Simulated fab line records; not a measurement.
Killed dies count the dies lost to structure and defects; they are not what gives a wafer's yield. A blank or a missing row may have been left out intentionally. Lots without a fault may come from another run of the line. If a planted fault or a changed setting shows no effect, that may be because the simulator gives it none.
Which tool is to blame? + flow sky130 + 72 wafers from 24 lots sampled at 5 of the route's 708 steps

WHAT THE GAUGES READ, wafer by wafer
SKY_FIELD_ISO_THK_MEAS_02.
| lot  | measured    | on           | FIELD_ISO_OXIDATION_00_THK (nm) |
|------|-------------|--------------|---------------------------------|
| L074 | day 1 11:38 | filmMetro-01 | 12.05 11.96 11.99               |
| L075 | day 1 17:25 | filmMetro-01 | 12.12 12.01 12.21               |
| L076 | day 1 22:05 | filmMetro-04 | 11.96 11.95 12.23               |
| L077 | day 2 03:05 | filmMetro-03 | 11.93 11.80 11.89               |
| L078 | day 2 07:50 | filmMetro-03 | 12.06 12.19 12.37               |
| L079 | day 2 14:49 | filmMetro-03 | 12.19 12.28 12.24               |
| L080 | day 2 19:04 | filmMetro-04 | 11.96 12.03 12.00               |
| L081 | day 3 01:07 | filmMetro-04 | 11.82 11.91 11.75               |
| L082 | day 3 04:01 | filmMetro-03 | 11.95 11.84 11.69               |
| L083 | day 3 09:49 | filmMetro-01 | 12.07 12.11 11.98               |
| L084 | day 3 13:38 | filmMetro-03 | 12.20 12.17 12.07               |
| L085 | day 3 19:21 | filmMetro-01 | 12.42 12.46 12.45               |
| L086 | day 4 00:56 | filmMetro-01 | 12.37 12.05 12.08               |
| L087 | day 4 04:59 | filmMetro-03 | 12.13 12.06 12.23               |
| L088 | day 4 09:40 | filmMetro-01 | 12.55 12.77 12.70               |
| L089 | day 4 15:50 | filmMetro-01 | 12.03 12.28 12.23               |
| L090 | day 4 21:17 | filmMetro-01 | 12.58 12.28 12.24               |
| L091 | day 5 01:49 | filmMetro-01 | 12.11 12.18 12.18               |
| L092 | day 5 07:33 | filmMetro-03 | 12.03 12.22 12.02               |
| L093 | day 5 11:05 | filmMetro-01 | 11.99 11.99 12.21               |
| L094 | day 5 16:43 | filmMetro-01 | 12.02 12.17 11.91               |
| L095 | day 5 20:38 | filmMetro-03 | 12.19 12.23 12.40               |
| L096 | day 6 02:11 | filmMetro-03 | 12.26 12.25 12.50               |
| L097 | day 6 06:38 | filmMetro-01 | 12.10 12.37 12.13               |

SKY_FIELD_ISO_CD_MEAS_13: the cd target is 150 nm.
| lot  | measured    | on       | cdNm (nm)         |
|------|-------------|----------|-------------------|
| L074 | day 2 05:07 | cdSem-01 | 149.4 149.7 147.6 |
| L075 | day 2 09:53 | cdSem-02 | 148.3 150.1 148.1 |
| L076 | day 2 15:32 | cdSem-01 | 150.0 149.6 149.0 |
| L077 | day 2 20:22 | cdSem-01 | 151.7 150.7 151.1 |
| L078 | day 3 00:53 | cdSem-01 | 149.5 150.4 148.9 |
| L079 | day 3 07:53 | cdSem-01 | 148.4 146.8 148.3 |
| L080 | day 3 12:31 | cdSem-01 | 150.0 149.2 148.6 |
| L081 | day 3 18:52 | cdSem-01 | 148.6 150.0 149.0 |
| L082 | day 3 22:10 | cdSem-02 | 150.4 149.6 150.5 |
| L083 | day 4 03:50 | cdSem-02 | 150.0 149.0 148.9 |
| L084 | day 4 10:10 | cdSem-02 | 148.6 150.2 149.5 |
| L085 | day 4 13:59 | cdSem-01 | 153.0 151.7 154.1 |
| L086 | day 4 19:51 | cdSem-01 | 149.1 150.4 149.8 |
| L087 | day 4 22:46 | cdSem-01 | 146.3 147.3 147.9 |
| L088 | day 5 04:10 | cdSem-02 | 148.4 148.9 149.7 |
| L089 | day 5 12:41 | cdSem-02 | 146.5 147.2 148.1 |
| L090 | day 5 18:13 | cdSem-02 | 148.9 149.5 151.2 |
| L091 | day 5 20:54 | cdSem-01 | 149.8 148.8 150.7 |
| L092 | day 6 05:29 | cdSem-01 | 148.3 148.7 149.1 |
| L093 | day 6 07:35 | cdSem-01 | 151.4 151.4 151.3 |
| L094 | day 6 12:53 | cdSem-01 | 148.9 151.0 150.9 |
| L095 | day 6 17:05 | cdSem-01 | 148.6 149.7 149.8 |
| L096 | day 6 22:26 | cdSem-01 | 149.4 149.7 151.7 |
| L097 | day 7 03:16 | cdSem-02 | 152.1 151.3 151.4 |

SKY_VT_ADJUST_HVTR_TW_MEAS_11.
| lot  | measured     | on           | VT_ADJUST_HVTR_TW |
|------|--------------|--------------|-------------------|
| L074 | day 9 06:44  | filmMetro-02 | 211.2 211.6 210.6 |
| L075 | day 9 18:44  | filmMetro-01 | 212.4 211.5 210.8 |
| L076 | day 10 04:52 | filmMetro-01 | 210.7 211.8 211.5 |
| L077 | day 10 06:42 | filmMetro-02 | 208.3 208.5 209.1 |
| L078 | day 10 12:10 | filmMetro-03 | 205.4 206.9 206.3 |
| L079 | day 10 20:07 | filmMetro-02 | 207.9 208.4 208.1 |
| L080 | day 11 05:40 | filmMetro-02 | 209.5 209.1 208.6 |
| L081 | day 11 16:18 | filmMetro-03 | 205.2 205.6 205.3 |
| L082 | day 11 17:56 | filmMetro-02 | 208.2 209.4 208.9 |
| L083 | day 12 01:57 | filmMetro-03 | 206.1 206.4 206.1 |
| L084 | day 12 15:02 | filmMetro-03 | 205.8 205.7 205.9 |
| L085 | day 13 03:14 | filmMetro-02 | 208.2 208.5 208.8 |
| L086 | day 13 03:34 | filmMetro-03 | 207.2 207.2 206.5 |
| L087 | day 13 11:23 | filmMetro-02 | 209.0 209.6 209.0 |
| L088 | day 13 17:13 | filmMetro-02 | 207.7 209.0 209.4 |
| L089 | day 14 03:05 | filmMetro-01 | 213.0 211.8 211.8 |
| L090 | day 14 10:04 | filmMetro-01 | 212.1 212.3 212.5 |
| L091 | day 14 13:04 | filmMetro-02 | 208.1 206.9 207.3 |
| L092 | day 15 14:17 | filmMetro-01 | 210.1 211.9 211.9 |
| L093 | day 15 16:35 | filmMetro-03 | 207.3 206.3 206.2 |
| L094 | day 16 01:54 | filmMetro-03 | 206.6 207.4 205.8 |
| L095 | day 16 01:35 | filmMetro-01 | 212.6 212.7 211.9 |
| L096 | day 16 07:50 | filmMetro-01 | 212.5 213.0 212.0 |
| L097 | day 16 11:29 | filmMetro-01 | 211.8 211.2 213.1 |

SKY_LDD_P_OVL_MEAS_08.
| lot  | measured     | on         | LDD_P_OVL (nm) |
|------|--------------|------------|----------------|
| L074 | day 18 16:35 | overlay-02 | -0.2 0.5 1.2   |
| L075 | day 19 07:44 | overlay-02 | -1.2 0.8 0.7   |
| L076 | day 20 00:49 | overlay-01 | 1.2 1.6 2.5    |
| L077 | day 20 00:27 | overlay-02 | 0.3 -1.7 1.6   |
| L078 | day 20 07:46 | overlay-02 | 0.7 1.1 0.1    |
| L079 | day 20 11:25 | overlay-01 | 0.7 2.7 0.7    |
| L080 | day 21 11:55 | overlay-01 | 0.8 -0.3 0.5   |
| L081 | day 21 19:08 | overlay-02 | 0.7 -0.6 -0.3  |
| L082 | day 21 23:20 | overlay-01 | 0.5 -0.9 1.3   |
| L083 | day 22 07:21 | overlay-02 | 1.5 1.3 -0.1   |
| L084 | day 22 21:14 | overlay-01 | 1.1 -1.8 2.1   |
| L085 | day 23 10:11 | overlay-02 | 0.8 1.6 -0.7   |
| L086 | day 24 00:31 | overlay-02 | 0.7 1.3 -0.2   |
| L087 | day 24 05:40 | overlay-01 | 2.2 1.7 1.3    |
| L088 | day 24 06:59 | overlay-02 | 0.8 0.4 1.2    |
| L089 | day 24 13:22 | overlay-01 | 2.5 1.9 1.1    |
| L090 | day 24 21:55 | overlay-02 | -0.4 0.6 1.2   |
| L091 | day 24 23:11 | overlay-02 | 2.2 1.6 0.2    |
| L092 | day 26 01:42 | overlay-01 | -0.3 0.6 -0.1  |
| L093 | day 26 05:23 | overlay-01 | 0.0 1.1 0.6    |
| L094 | day 26 16:58 | overlay-02 | 0.7 0.7 -0.2   |
| L095 | day 26 12:11 | overlay-01 | -0.3 0.3 0.4   |
| L096 | day 27 00:48 | overlay-01 | 0.1 2.2 3.2    |
| L097 | day 27 04:37 | overlay-02 | -0.7 0.1 -0.4  |

SKY_LOCAL_INTERCONNECT_THK_MEAS_02: measures by xrf.
| lot  | measured     | on           | LOCAL_INTERCONNECT_TIN_THK (nm) |
|------|--------------|--------------|---------------------------------|
| L074 | day 28 19:16 | filmMetro-01 | 101.5 100.7 100.6               |
| L075 | day 29 09:01 | filmMetro-02 | 100.1 100.6 99.6                |
| L076 | day 31 03:22 | filmMetro-04 | 101.1 101.2 100.9               |
| L077 | day 31 02:34 | filmMetro-02 | 100.7 100.6 100.2               |
| L078 | day 31 02:44 | filmMetro-01 | 100.4 100.1 100.6               |
| L079 | day 31 03:43 | filmMetro-01 | 101.4 101.1 101.1               |
| L080 | day 31 09:14 | filmMetro-01 | 100.1 100.3 100.5               |
| L081 | day 31 14:45 | filmMetro-01 | 99.6 100.2 99.3                 |
| L082 | day 31 16:17 | filmMetro-04 | 99.9 99.9 100.4                 |
| L083 | day 32 01:35 | filmMetro-04 | 101.0 99.9 100.6                |
| L084 | day 32 14:24 | filmMetro-01 | 101.4 101.2 100.3               |
| L085 | day 33 02:59 | filmMetro-01 | 99.4 100.1 100.4                |
| L086 | day 33 16:17 | filmMetro-04 | 101.2 100.4 101.2               |
| L087 | day 33 19:56 | filmMetro-02 | 100.2 99.9 99.8                 |
| L088 | day 33 21:21 | filmMetro-01 | 102.7 102.8 103.0               |
| L089 | day 34 00:29 | filmMetro-01 | 101.3 100.5 100.9               |
| L090 | day 34 11:49 | filmMetro-01 | 100.8 100.6 101.4               |
| L091 | day 34 12:28 | filmMetro-02 | 100.6 100.2 101.5               |
| L092 | day 35 10:08 | filmMetro-04 | 101.9 101.7 101.1               |
| L093 | day 35 15:53 | filmMetro-01 | 100.7 101.3 101.5               |
| L094 | day 36 01:16 | filmMetro-01 | 103.0 101.0 102.9               |
| L095 | day 35 21:55 | filmMetro-01 | 101.4 100.7 100.6               |
| L096 | day 36 05:49 | filmMetro-04 | 101.7 101.2 100.9               |
| L097 | day 36 11:45 | filmMetro-04 | 101.5 101.6 101.1               |

EACH LOT AND THE TOOL THAT RAN IT (in order: tool; ch and the chambers of the sampled wafers; start)
No process step before these readings appears in the record.

WHAT THE TOOLS THEMSELVES READ (means of the sampled wafers that have a number; where no wafer has one, the mark that the record gives instead)
The record holds no such reading with a usual standard deviation.

THE ANSWER, worked out from the rows above alone
Rule: what is usual is taken from the lots themselves. Put in order of their means at a reading, lots are off if they are a third of the lots or fewer, leave a main group of 4 or more, and stand apart from it by a gap of 3 or more times the standard deviation of the main group's means; of several such gaps the widest counts. If all means in a main group match to the digits the tables above print for the reading, that group is not used. A lot without any number at a reading at which 4 lots or more have one is off too. All remaining lots with rows at the step are treated as sound. The gauges are gone through in route order, then the tools' own readings, and for those a lot's mean is taken as printed above. At the first step where some lot is off, the reading lying furthest off is the one used; lots without a number count as furthest.
No lot is off at any reading shown: from this, nothing can be told.

WHAT THE SIMULATOR PUT IN
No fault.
